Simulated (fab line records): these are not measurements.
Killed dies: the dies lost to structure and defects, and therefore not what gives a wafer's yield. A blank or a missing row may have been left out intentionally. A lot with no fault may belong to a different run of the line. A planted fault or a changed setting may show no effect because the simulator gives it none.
2 desks looking at one fault    flow gf180mcu    each desk holds nothing but its own numbers, with what lay behind them at the end

## FROM THE METROLOGY DESK
What the gauges read for every lot (on any tool): the sampled wafers with a number, averaged. Marked OUT: a lot whose mean sits more than 4 standard deviations from the usual mean, which makes it out of limits; the brackets give that distance.
Columns: A = CONTACT_BOW at GF_CONTACT_BOW_MEAS_05, usual 66 um; B = M1_ALCU_THK at GF_M1_THK_MEAS_06, usual 454 nm
lot   first seen here  A   B
L364  day 15 05:17     64  449
L365  day 15 17:40     67  457
L366  day 16 04:41     66  454
L368  day 16 20:09     68  449
L369  day 17 10:13     74  449
L372  day 18 08:47     60  459
L373  day 19 01:19     62  454
L377  day 20 02:57     67  456
L381  day 21 13:46     62  452
L385  day 22 22:02     68  456
L386  day 23 05:45     64  451
L387  day 23 10:56     69  459
This desk's finding: nothing out of limits on any of the 12 lots.

## THE TOOL OWNER'S DESK: litho track-01
The tool's own readings at GF_HV_LDD_COAT_41 (resist thk 1000 nm): means of the sampled wafers that have a number, for each lot that ran on this tool. Marked OUT: a lot whose mean sits more than 4 standard deviations from the usual mean, which makes it out of limits; the brackets give that distance.
Columns: A = spin speed rpm at GF_HV_LDD_COAT_41, usual 3000.1 rpm
lot   first seen here  A
L364  day 12 00:00     2999.4
L366  day 12 20:27     3001.0
L368  day 13 10:58     3000.8
L373  day 15 12:34     3129.5 (+62) OUT
L377  day 16 09:30     3129.0 (+61) OUT
L385  day 19 04:30     3000.1
L386  day 19 12:18     2999.3
This desk's finding: out of limits on L373, L377; first on L373, day 15 12:34 (spin speed rpm at GF_HV_LDD_COAT_41). In limits: L364, L366, L368, L385, L386.

## PUT TOGETHER
The tool owner's desk had the chance to raise an alarm at day 15 12:34 on L373, L377.
Metrology desk: nothing out of limits seen.
The metrology desk holds a record of L373, L377, inside its limits.
The lots listed all ran GF_HV_LDD_COAT_41 on litho track-01.

## WHAT HAD BEEN PUT IN BY THE SIMULATOR
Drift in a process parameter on litho track-01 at GF_HV_LDD_COAT_41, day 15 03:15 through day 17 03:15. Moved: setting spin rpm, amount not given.
Struck lots among those shown: L373, L377.
Delay in hours, fault start to first out-of-limits reading, by desk: the tool owner's desk at 9.
